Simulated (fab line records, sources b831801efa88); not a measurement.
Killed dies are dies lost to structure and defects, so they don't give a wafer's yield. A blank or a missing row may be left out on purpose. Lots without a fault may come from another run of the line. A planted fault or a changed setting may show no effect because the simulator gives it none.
Chamber matching | flow gf180mcu | GF_V1_CMP_26 on cmp-01: 4 sister chambers
The step polishes, stops on SiO2, t overpolish 15 s, target thk 0 nm. 8 wafers are shown with their chamber, then 7 later ones without.

WAFERS WITH THEIR CHAMBER
wafer  | chamber | motor_current_A (A) | overpolish_run_s (s)
L077.1 | 2       | 10.8                | 14.988
L077.2 | 0       | 12.2                | 15.006
L077.4 | 3       | 11.2                | 15.001
L080.2 | 3       | 11.6                | 14.999
L080.3 | 1       | 11.7                | 15.012
L080.6 | 2       | 10.8                | 14.992
L088.4 | 0       | 12.2                | 15.003
L088.5 | 1       | 11.4                | 15.002

WAFERS WITHOUT THEIR CHAMBER
wafer  | motor_current_A (A) | overpolish_run_s (s)
L088.6 | 12.6                | 15.018
L091.3 | 12.3                | 14.994
L091.4 | 11.7                | 14.997
L091.6 | 11.9                | 14.998
L094.3 | 11.1                | 14.990
L094.4 | 11.9                | 14.997
L094.6 | 12.7                | 15.003

WHICH CHAMBER EACH WENT THROUGH
wafer  | from the rows above          | in truth
L088.6 | 0                            | 0
L091.3 | 0                            | 0
L091.4 | can't be placed: 3 or 1 or 0 | 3
L091.6 | can't be placed: 0 or 3 or 1 | 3
L094.3 | can't be placed: 2 or 3      | 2
L094.4 | can't be placed: 0 or 3 or 1 | 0
L094.6 | 0                            | 0
Placed correctly: 3 of 7. Can't be placed from these rows: 4 (the true chamber is among the candidates in 4). Placed wrongly: 0.
How it was worked out, from the rows above alone: a wafer's distance from a chamber is the root of the sum, over the readings, of the square of ((its reading less the chamber's mean) divided by the reading's scatter). The wafer belongs to the nearest chamber; if the next one is less than 2 further off, it can't be placed. A chamber's mean is the mean of its shown wafers. The scatter: the root of (the sum of the squares of (reading less its chamber's mean) over the shown wafers, divided by (wafers less chambers)).
